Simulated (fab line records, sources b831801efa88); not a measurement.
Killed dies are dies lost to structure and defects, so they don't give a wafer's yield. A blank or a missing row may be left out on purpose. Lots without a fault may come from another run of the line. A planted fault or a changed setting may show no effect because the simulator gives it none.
Chamber matching | flow sky130 | SKY_VIA2_CMP_02 on cmp-01: 4 sister chambers
The step polishes SiO2. 33 wafers are shown with their chamber, then 12 later ones without.

WAFERS WITH THEIR CHAMBER
wafer  | chamber | motor_current_A (A) | retaining_ring_pressure_frac
L077.2 | 1       | 12.9                | 1.002
L077.5 | 2       | 13.0                | 0.999
L077.6 | 3       | 13.7                | 1.004
L078.3 | 1       | 13.0                | 1.000
L078.4 | 0       | 12.3                | 0.996
L078.6 | 1       | 12.0                | 0.991
L079.2 | 3       | 12.8                | 0.995
L079.3 | 2       | 12.9                | 0.993
L079.4 | 1       | 12.4                | 0.988
L080.2 | 2       | 12.0                | 1.004
L080.5 | 1       | 12.8                | 1.002
L080.6 | 2       | 13.2                | 1.003
L081.1 | 0       | 12.1                | 0.993
L081.2 | 3       | 12.3                | 0.999
L081.6 | 2       | 12.3                | 0.997
L083.2 | 2       | 12.6                | 1.002
L083.4 | 0       | 11.7                | 1.006
L083.6 | 2       | 13.2                | 0.992
L086.1 | 1       | 13.5                | 0.995
L086.2 | 0       | 12.8                | 0.996
L086.4 | 3       | 12.9                | 1.008
L088.1 | 2       | 12.6                | 1.000
L088.4 | 1       | 12.3                | 1.003
L088.6 | 1       | 13.0                | 1.004
L089.1 | 3       | 13.2                | 0.999
L089.2 | 1       | 12.8                | 1.016
L089.4 | 2       | 12.2                | 1.009
L091.2 | 1       | 11.9                | 1.001
L091.3 | 3       | 12.8                | 1.002
L091.4 | 2       | 12.4                | 1.001
L094.2 | 3       | 12.6                | 1.000
L094.4 | 0       | 11.8                | 0.988
L094.6 | 1       | 12.0                | 0.994

SIGNATURES (means of the wafers above)
reading                      | chamber 0 | chamber 1 | chamber 2 | chamber 3 | scatter within a chamber
motor_current_A              | 12.140    | 12.600    | 12.640    | 12.900    | 0.463
retaining_ring_pressure_frac | 0.99580   | 0.99964   | 1.00000   | 1.00100   | 0.00612
Rule: a wafer's distance from a chamber is the root of the sum, over the readings, of the square of ((its reading less the chamber's mean) divided by the reading's scatter). The wafer belongs to the nearest chamber; if the next one is less than 2 further off, it can't be placed. The scatter: the root of (the sum of the squares of (reading less its chamber's mean) over the shown wafers, divided by (wafers less chambers)).

WAFERS WITHOUT THEIR CHAMBER
wafer  | motor_current_A (A) | retaining_ring_pressure_frac
L093.4 | 12.4                | 0.999
L093.5 | 11.7                | 0.990
L093.6 | 13.1                | 0.999
L095.3 | 12.3                | 0.999
L095.4 | 13.3                | 1.003
L095.5 | 12.3                | 1.008
L096.4 | 12.4                | 0.998
L096.5 | 12.7                | 1.002
L096.6 | 13.4                | 1.005
L097.3 | 12.0                | 0.996
L097.4 | 12.0                | 1.002
L097.5 | 13.4                | 0.992

WHICH CHAMBER EACH WENT THROUGH
wafer  | from the rows above               | in truth
L093.4 | can't be placed: 1 or 2 or 0 or 3 | 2
L093.5 | can't be placed: 0 or 1 or 2 or 3 | 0
L093.6 | can't be placed: 3 or 2 or 1 or 0 | 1
L095.3 | can't be placed: 0 or 1 or 2 or 3 | 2
L095.4 | can't be placed: 3 or 2 or 1 or 0 | 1
L095.5 | can't be placed: 2 or 1 or 3 or 0 | 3
L096.4 | can't be placed: 1 or 2 or 0 or 3 | 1
L096.5 | can't be placed: 2 or 1 or 3 or 0 | 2
L096.6 | can't be placed: 3 or 2 or 1 or 0 | 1
L097.3 | can't be placed: 0 or 1 or 2 or 3 | 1
L097.4 | can't be placed: 0 or 1 or 2 or 3 | 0
L097.5 | can't be placed: 3 or 2 or 1 or 0 | 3
Placed correctly: 0 of 12. Can't be placed from these rows: 12 (the true chamber is among the candidates in 12). Placed wrongly: 0.
